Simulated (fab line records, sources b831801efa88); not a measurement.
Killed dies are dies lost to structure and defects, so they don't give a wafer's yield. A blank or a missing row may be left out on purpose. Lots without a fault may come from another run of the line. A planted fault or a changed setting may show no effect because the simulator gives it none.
Which tool did it? | flow gf180mcu | 12 lots, 36 wafers sampled, at 2 steps of a route of 602

WHAT THE GAUGES READ, wafer by wafer
GF_V3_THK_MEAS_25: measures by xrf.
lot  | measured     | on            | V3_W_THK (nm)
L075 | day 22 18:37 | film_metro-02 | 366 362 364
L077 | day 23 08:32 | film_metro-04 | 361 358 362
L079 | day 24 06:31 | film_metro-01 | 369 355 359
L081 | day 25 06:44 | film_metro-01 | 370 360 372
L083 | day 25 11:41 | film_metro-02 | 361 363 358
L085 | day 26 09:13 | film_metro-02 | 370 366 367
L087 | day 26 22:53 | film_metro-01 | 362 368 368
L089 | day 27 15:37 | film_metro-04 | 369 360 366
L091 | day 28 04:21 | film_metro-04 | 358 369 360
L093 | day 28 15:37 | film_metro-01 | 350 360 355
L095 | day 29 05:32 | film_metro-01 | 357 357 355
L097 | day 29 19:27 | film_metro-01 | 352 354 356

WHICH TOOL RAN EACH LOT (tool, then ch and the chambers of the sampled wafers, then the start)
lot  | GF_V3_SPUTTER_21
L075 | pvd_sputter-02, day 22 18:15
L077 | pvd_sputter-02, day 23 08:11
L079 | pvd_sputter-01, day 24 06:10
L081 | pvd_sputter-01, day 25 06:23
L083 | pvd_sputter-02, day 25 11:21
L085 | pvd_sputter-02, day 26 08:52
L087 | pvd_sputter-02, day 26 22:33
L089 | pvd_sputter-01, day 27 15:17
L091 | pvd_sputter-03, day 28 04:01
L093 | pvd_sputter-01, day 28 15:16
L095 | pvd_sputter-03, day 29 05:12
L097 | pvd_sputter-03, day 29 19:07
- GF_V3_SPUTTER_21: material Ti, target thk 15 nm, time 80.02 s.

THE ANSWER, worked out from the rows above alone
Rule: what is usual is taken from the lots themselves. Put in order of their means at a reading, lots are off if they are a third of the lots or fewer, leave a main group of 4 or more, and stand apart from it by a gap of 3 or more times the standard deviation of the main group's means; of several such gaps the widest counts. A main group whose means are all the same, to the digits that the tables above print for the reading, isn't used. A lot without any number at a reading at which 4 lots or more have one is off too. The other lots that the step has rows for count as sound.
No lot is off at any reading shown: from this, nothing can be told.

WHAT THE SIMULATOR HAD PUT IN
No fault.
